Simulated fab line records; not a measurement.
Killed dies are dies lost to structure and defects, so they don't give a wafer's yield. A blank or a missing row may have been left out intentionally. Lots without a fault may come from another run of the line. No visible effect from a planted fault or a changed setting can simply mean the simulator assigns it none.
Struck lot and sound lot, side by side / flow sky130 / 23 out of 708 route steps
Sound: the wafers L869.1, L869.2, L869.6. Wafers L883.4, L883.5, L883.6 were the ones struck. The cause is given at the end.
Per side, at each step with rows, come the tool, then ch with its chambers, and then its first start. Under that, the readings that differ: sound wafers / struck wafers / difference of the means / sigmas: that difference in standard deviations of wafers without a fault.
alike: a reading whose means differ by less than 2 such deviations, as well as words and numbers matching on both sides. not compared: withheld readings; readings where some wafer has no value; bounds like >300 that might hide an equal value; numbers whose values overlap and for which the record gives no deviation.
The two part at a step that has a row with sigmas, a row that says differs or no value, or rows on one side only. Numbers that don't overlap but have no deviation are shown without sigmas and don't part them. A reading missing from all wafers of one side parts the sides only when that side holds two or more wafers.

first, 6 steps without rows for these wafers: SKY_VT_ADJUST_LVTN_HMDS_12 (prime time 61.34 s); SKY_VT_ADJUST_LVTN_COAT_13 (resist thk 1140 nm); SKY_VT_ADJUST_LVTN_SOFTBAKE_14 (time 60 s); SKY_VT_ADJUST_LVTN_EXPOSE_15 (exposes mask HVN STD DERIVED, target cd 600 nm); SKY_VT_ADJUST_LVTN_PEB_16; SKY_VT_ADJUST_LVTN_DEVELOP_17 (develop time 60 s).
SKY_VT_ADJUST_LVTN_OVL_MEAS_18:
  sound on overlay-02, day 9 03:37; struck on overlay-01, day 13 00:38
  alike: VT_ADJUST_LVTN_01_OVL
following that, these wafers have no rows for 1 step: SKY_VT_ADJUST_LVTN_IMPLANT_19.
SKY_VT_ADJUST_LVTN_STRIP_20: strips in O2/N2.
  sound on plasma-asher-01 ch 0,1, day 9 03:50; struck on plasma-asher-04 ch 0,1, day 13 00:50
  alike: drypump-motor-current-A, oes-product-au, strip-time-to-endpoint-s
  not compared: rf-hours-counter-h
SKY_VT_ADJUST_LVTN_TW_MEAS_21:
  sound on film-metro-02, day 9 03:56; struck on film-metro-04, day 13 00:56
  alike: VT_ADJUST_LVTN_2_TW
then, 2 steps without rows for these wafers: SKY_VT_ADJUST_NCORE_DEHYDRATE_00 (time 60 s); SKY_VT_ADJUST_NCORE_HMDS_01 (prime time 60 s).
SKY_VT_ADJUST_NCORE_COAT_02: resist thk 1140 nm.
  sound on litho-track-03 ch 0, day 9 14:10; struck on litho-track-01 ch 0, day 13 13:34
reading=model.NOVOLAK_of_VT_ADJUST_NCORE_COAT_02.thk-nm (nm); sound=1135 1140 1138; struck=1174 1174 1176; difference=+37; sigmas=
then, 3 steps without rows for these wafers: SKY_VT_ADJUST_NCORE_SOFTBAKE_03 (time 60 s); SKY_VT_ADJUST_NCORE_EXPOSE_04 (exposes mask LVTN COMPLEMENT THIN, target cd 380 nm); SKY_VT_ADJUST_NCORE_PEB_05.
SKY_VT_ADJUST_NCORE_DEVELOP_06: develop time 60 s.
  sound on litho-track-01 ch 0, day 10 01:26; struck on litho-track-01 ch 0, day 14 02:07
reading=model.NOVOLAK_of_VT_ADJUST_NCORE_COAT_02.thk-nm (nm); sound=1135 1139 1138; struck=1173 1174 1176; difference=+37; sigmas=
SKY_VT_ADJUST_NCORE_CD_MEAS_07: target cd 380 nm.
  sound on cd-sem-02, day 10 01:35; struck on cd-sem-02, day 14 02:15
  alike: cd-nm
SKY_VT_ADJUST_NCORE_OVL_MEAS_08:
  sound on overlay-01, day 10 01:43; struck on overlay-02, day 14 02:20
  alike: VT_ADJUST_NCORE_OVL
following that, these wafers have no rows for 1 step: SKY_VT_ADJUST_NCORE_IMPLANT_09.
SKY_VT_ADJUST_NCORE_STRIP_10: strips in O2/N2.
  sound on plasma-asher-03 ch 0,1, day 10 01:54; struck on plasma-asher-04 ch 0,1, day 14 02:32
reading=strip-time-to-endpoint-s (s); sound=14.12 14.17 14.17; struck=14.53 14.54 14.57; difference=+0.39; sigmas=+12
  alike: drypump-motor-current-A, oes-product-au
  not compared: rf-hours-counter-h
SKY_VT_ADJUST_NCORE_TW_MEAS_11:
  sound on film-metro-03, day 10 02:00; struck on film-metro-02, day 14 02:38
reading=VT_ADJUST_NCORE_TW; sound=220.8 221.6 223.0; struck=218.9 219.2 218.3; difference=-3.0; sigmas=-2
SKY_PAD_OPEN_PROBE_99:
  rows exist in the record for the sound wafers here (prober-01, day 47 00:11), none for the struck ones

## WHERE THEY PART
Last at SKY_PAD_OPEN_PROBE_99 as far as this record goes, first at SKY_VT_ADJUST_NCORE_STRIP_10.

WHY: whatever the simulator had introduced
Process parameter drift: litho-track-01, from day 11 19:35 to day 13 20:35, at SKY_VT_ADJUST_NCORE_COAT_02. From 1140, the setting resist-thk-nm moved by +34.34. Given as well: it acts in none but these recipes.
